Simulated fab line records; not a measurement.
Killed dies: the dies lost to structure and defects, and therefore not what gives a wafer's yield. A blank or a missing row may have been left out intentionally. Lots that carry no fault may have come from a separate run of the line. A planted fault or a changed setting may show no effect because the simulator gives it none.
The tool behind it: which one? | flow gf180mcu | Sampling: 13 lots, 39 wafers, 3 of 602 route steps

== WHAT EACH GAUGE READ, for each wafer ==
GF_M1_OVL_MEAS_15.
lot  | measured     | on         | M1_OVL (nm)
L734 | day 16 18:07 | overlay-02 | -12 0 -5
L735 | day 17 07:31 | overlay-01 | -7 -9 -1
L736 | day 17 10:40 | overlay-01 | -8 -7 -6
L737 | day 17 20:37 | overlay-01 | 3 10 4
L738 | day 18 08:53 | overlay-01 | -7 -10 -5
L739 | day 18 19:51 | overlay-02 | 10 1 -2
L740 | day 19 01:31 | overlay-02 | -13 -3 -5
L741 | day 19 19:49 | overlay-02 | -9 -4 -6
L748 | day 22 11:28 | overlay-02 | -7 -7 -4
L749 | day 22 21:52 | overlay-02 | 6 3 1
L750 | day 23 12:20 | overlay-01 | -3 0 -1
L755 | day 24 17:16 | overlay-01 | 6 -1 -2
L757 | day 25 10:13 | overlay-01 | 0 4 1

GF_V1_CD_MEAS_14: the cd target is 260 nm.
lot  | measured     | on        | cd-nm (nm)
L734 | day 17 18:49 | cd-sem-01 | 260.4 259.3 261.2
L735 | day 18 08:07 | cd-sem-02 | 260.0 258.8 259.8
L736 | day 18 11:29 | cd-sem-01 | 259.0 259.7 259.8
L737 | day 18 21:41 | cd-sem-02 | 259.0 258.7 258.9
L738 | day 19 10:19 | cd-sem-02 | 259.8 258.6 259.3
L739 | day 19 21:43 | cd-sem-01 | 261.4 261.1 261.1
L740 | day 20 03:08 | cd-sem-01 | 259.1 259.2 260.2
L741 | day 20 21:25 | cd-sem-02 | 260.4 260.6 259.8
L748 | day 23 11:23 | cd-sem-02 | 259.3 259.6 258.5
L749 | day 23 21:50 | cd-sem-02 | 261.6 262.1 261.5
L750 | day 24 11:56 | cd-sem-01 | 261.1 260.8 261.3
L755 | day 25 15:26 | cd-sem-02 | 258.4 259.8 259.3
L757 | day 26 08:32 | cd-sem-02 | 258.5 259.3 259.2

== EACH LOT AND THE TOOL THAT RAN IT (in order: tool; ch and the chambers of the sampled wafers; start) ==
lot  | GF_DUAL_GATE_OXIDATION_15
L734 | furnace-02 ch 0, day 8 04:13
L735 | furnace-02 ch 0, day 8 15:30
L736 | furnace-01 ch 0, day 8 18:25
L737 | furnace-01 ch 0, day 9 02:17
L738 | furnace-01 ch 0, day 9 12:35
L739 | furnace-01 ch 0, day 9 16:59
L740 | furnace-02 ch 0, day 10 00:16
L741 | furnace-01 ch 0, day 10 11:25
L748 | furnace-01 ch 0, day 12 10:49
L749 | furnace-01 ch 0, day 12 20:14
L750 | furnace-01 ch 0, day 13 05:54
L755 | furnace-02 ch 0, day 14 14:56
L757 | furnace-02 ch 0, day 15 04:43
- GF_DUAL_GATE_OXIDATION_15: stabilise 600 s, purge 300 s, target thk 7.098 nm.

== WHAT THE TOOLS THEMSELVES READ (means of the sampled wafers that have a number; where no wafer has one, the mark that the record gives instead) ==
GF_DUAL_GATE_OXIDATION_15.
lot  | tool       | spike-tc-bottom-C (C) | spike-tc-centre-C (C) | spike-tc-lower-C (C) | spike-tc-top-C (C) | spike-tc-upper-C (C) | tube-center-temp-C (C) | tube_center_temp_C_max
L734 | furnace-02 | 866.2                 | 851.3                 | 850.2                | 863.0              | 849.9                | 850                    | 851.9
L735 | furnace-02 | 865.8                 | 851.6                 | 849.8                | 863.9              | 849.4                | 850                    | 852.5
L736 | furnace-01 | 869.9                 | 850.0                 | 851.0                | 862.0              | 849.8                | 850                    | 851.9
L737 | furnace-01 | 870.0                 | 850.3                 | 850.5                | 861.2              | 849.6                | 850                    | 852.1
L738 | furnace-01 | 870.5                 | 850.2                 | 850.2                | 861.5              | 849.9                | 850                    | 852.0
L739 | furnace-01 | 871.3                 | 849.8                 | 850.7                | 861.8              | 848.9                | 850                    | 852.1
L740 | furnace-02 | 865.7                 | 851.0                 | 849.6                | 864.1              | 849.1                | 850                    | 852.3
L741 | furnace-01 | 870.5                 | 849.0                 | 849.4                | 860.8              | 849.6                | 850                    | 852.2
L748 | furnace-01 | 876.4                 | 855.4                 | 857.0                | 867.9              | 856.5                | 856                    | 857.7
L749 | furnace-01 | 875.8                 | 855.9                 | 856.6                | 868.2              | 855.6                | 856                    | 858.1
L750 | furnace-01 | 875.4                 | 856.1                 | 857.1                | 867.1              | 856.3                | 856                    | 858.2
L755 | furnace-02 | 865.2                 | 850.6                 | 849.4                | 863.7              | 850.9                | 850                    | 852.3
L757 | furnace-02 | 866.5                 | 852.4                 | 849.7                | 863.6              | 849.5                | 850                    | 852.0

== THE ANSWER, worked out from the rows above alone ==
Rule: the usual values come from the lots themselves. Put in order of their means at a reading, lots are off if they are a third of the lots or fewer, leave a main group of 4 or more, and stand apart from it by a gap of 3 or more times the standard deviation of the main group's means; of several such gaps the widest counts. Not used: any main group whose means are identical at the precision the tables above print for the reading. A lot without any number at a reading at which 4 lots or more have one is off too. Any other lot the step has rows for is counted as sound. The gauges are gone through in route order, then the tools' own readings, and for those a lot's mean is taken as printed above. The first step at which some lot is off is used, and at that step the reading that is off furthest; a lot without a number counts as furthest.
Off, at GF_DUAL_GATE_OXIDATION_15 on tube_center_temp_C_max: L748, L749, L750. The main group has a mean of 852.1 with a standard deviation of 0.18.
If a tool, at that step or one of the process steps before it, ran each lot that is off and ran no sound lot following the first of them, it fits. One candidate fits, namely furnace-01 at GF_DUAL_GATE_OXIDATION_15. Its last sound lot is L741 (day 10 11:25), its first lot that is off L748 (day 12 10:49): a fault that began between those two fits.
The tool's own readings at GF_DUAL_GATE_OXIDATION_15 bear it out: on the lots that are off they differ by more than 5 times the standard deviation of the sound lots' means. spike-tc-centre-C reads 855.8 C there against 850.6 C on the sound lots; spike-tc-lower-C reads 856.9 C there against 850.0 C on the sound lots; spike-tc-upper-C reads 856.1 C there against 849.7 C on the sound lots; tube-center-temp-C reads 856 C there against 850 C on the sound lots; tube_center_temp_C_max reads 858.0 there against 852.1 on the sound lots.

== WHAT HAD BEEN PUT IN BY THE SIMULATOR ==
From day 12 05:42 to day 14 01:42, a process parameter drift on furnace-01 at GF_DUAL_GATE_OXIDATION_15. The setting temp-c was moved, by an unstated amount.
Lots struck among those shown: L748, L749, L750. The rule above reached the same finding.
